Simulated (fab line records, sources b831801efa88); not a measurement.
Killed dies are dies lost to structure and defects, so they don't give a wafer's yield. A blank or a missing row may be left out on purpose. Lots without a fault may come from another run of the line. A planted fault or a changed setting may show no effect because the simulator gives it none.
One fault seen from 2 desks | flow gf180mcu | each desk has only its own numbers; what lay behind them comes last

THE TOOL OWNER'S DESK: implanter-02
The tool's own readings at GF_HV_LDD_IMPLANT_34: means of the sampled wafers that have a number, for each lot that ran on this tool. A lot is out of limits, marked OUT, if its mean lies more than 4 standard deviations from the usual mean; the brackets give that distance.
Columns: A = beam_on_s at GF_HV_LDD_IMPLANT_34, usual 10.03 s; B = end_station_pressure_torr at GF_HV_LDD_IMPLANT_34, usual 4.98e-06 Torr; C = faraday_current_uA at GF_HV_LDD_IMPLANT_34, usual 42.2
lot  | first seen here | A                | B                          | C
L586 | day 11 15:22    | 10.09            | 4.84e-06                   | 42.0
L587 | day 11 21:40    | 10.11            | 5.20e-06                   | 41.9
L588 | day 11 23:30    | 10.13            | 4.94e-06                   | 41.6
L591 | day 13 03:49    | 10.17            | 4.93e-06                   | 41.6
L596 | day 14 20:01    | 10.02            | 5.02e-06                   | 42.2
L598 | day 15 14:32    | 10.68            | 3.99e-05 (+99 or more) OUT | 39.3
L599 | day 15 18:43    | 11.01 (+5.2) OUT | 4.14e-05 (+99 or more) OUT | 38.2 (-4.9) OUT
L609 | day 19 08:46    | 9.82             | 4.90e-06                   | 43.1
This desk's finding: out of limits on L598, L599; first on L598, day 15 14:32 (end_station_pressure_torr at GF_HV_LDD_IMPLANT_34). In limits: L586, L587, L588, L591, L596, L609.

THE METROLOGY DESK
What the gauges read, lot by lot, whatever tool the lot ran on: means of the sampled wafers that have a number. A lot is out of limits, marked OUT, if its mean lies more than 4 standard deviations from the usual mean; the brackets give that distance.
Columns: A = HV_LDD_03_OVL at GF_HV_LDD_OVL_MEAS_47, usual 0.6 nm
lot  | first seen here | A
L586 | day 12 10:57    | 0.2
L587 | day 12 16:26    | -0.1
L588 | day 12 19:23    | 1.6
L589 | day 13 07:26    | 1.2
L590 | day 13 12:11    | 1.2
L591 | day 13 23:50    | -0.2
L596 | day 15 17:29    | 0.7
L598 | day 16 13:38    | 2.0
L599 | day 16 18:01    | 0.0
L602 | day 17 18:52    | 0.0
L604 | day 18 10:34    | 0.7
L605 | day 18 20:34    | -0.0
L608 | day 20 06:46    | 0.8
L609 | day 20 08:13    | 0.5
This desk's finding: nothing out of limits on any of the 14 lots.

PUT TOGETHER
The tool owner's desk could have raised an alarm at day 15 14:32, on L598, L599.
The metrology desk saw nothing out of limits.
The metrology desk has L598, L599 on record, within its limits.
Of the lots named, all ran GF_HV_LDD_IMPLANT_34 on implanter-02.

WHAT THE SIMULATOR HAD PUT IN
Process parameter drift: implanter-02, from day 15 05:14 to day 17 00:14, at GF_HV_LDD_IMPLANT_34. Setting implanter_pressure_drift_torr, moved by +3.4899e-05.
Process parameter drift: implanter-02, from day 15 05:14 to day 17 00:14, at GF_HV_LDD_IMPLANT_34. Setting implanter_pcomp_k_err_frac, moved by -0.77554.
Lots struck among those shown: L598, L599.
Hours from the fault's start to each desk's first reading out of limits: the tool owner's desk, 9.
